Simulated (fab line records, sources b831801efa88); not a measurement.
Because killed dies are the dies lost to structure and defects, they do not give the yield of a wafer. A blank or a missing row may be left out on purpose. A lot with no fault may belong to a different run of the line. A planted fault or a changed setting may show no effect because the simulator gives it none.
Chamber matching + flow sky130 + hdpcvd-01 running SKY_VIA2_HDPCVD_00: 3 sister chambers
The step deposits SiO2, target thk 1180 nm, time 196.7 s. 3 wafers are shown with their chamber, then 8 later ones without.

## WAFERS WITH THEIR CHAMBER
| wafer  | chamber | pressure-mtorr (mTorr) |
|--------|---------|------------------------|
| L768.5 | 0       | 6.008                  |
| L772.2 | 2       | 5.986                  |
| L775.1 | 1       | 5.996                  |

## WAFERS WHOSE CHAMBER IS MISSING
| wafer  | pressure-mtorr (mTorr) |
|--------|------------------------|
| L775.3 | 6.020                  |
| L775.6 | 5.988                  |
| L782.2 | 5.988                  |
| L782.5 | 5.995                  |
| L782.6 | 6.009                  |
| L785.1 | 6.001                  |
| L785.3 | 5.997                  |
| L785.5 | 5.991                  |

## THE CHAMBER EACH PASSED THROUGH
| wafer  | from the rows above          | in truth                   |
|--------|------------------------------|----------------------------|
| L775.3 | 0                            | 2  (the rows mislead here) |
| L775.6 | can't be placed: 2 or 1      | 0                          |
| L782.2 | can't be placed: 2 or 1      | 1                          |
| L782.5 | can't be placed: 1 or 2      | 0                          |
| L782.6 | 0                            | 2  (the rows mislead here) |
| L785.1 | can't be placed: 1 or 0 or 2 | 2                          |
| L785.3 | can't be placed: 1 or 0 or 2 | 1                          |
| L785.5 | can't be placed: 2 or 1      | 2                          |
Correctly placed: 0 of 8. Unplaceable from these rows: 6, with the true chamber sitting among the candidates in 4. Number placed wrongly: 2.
How it was worked out, from the rows above alone: a wafer's distance from a chamber is the root of the sum, over the readings, of the square of ((its reading less the chamber's mean) divided by the reading's scatter). If the next closest chamber is less than 2 further off than the closest, the wafer can't be placed; otherwise it belongs to the closest. A chamber's mean is the mean of its shown wafers. The scatter: with one shown wafer a chamber, the root of the mean of the squares of how far each hidden wafer lies from its nearest shown one.
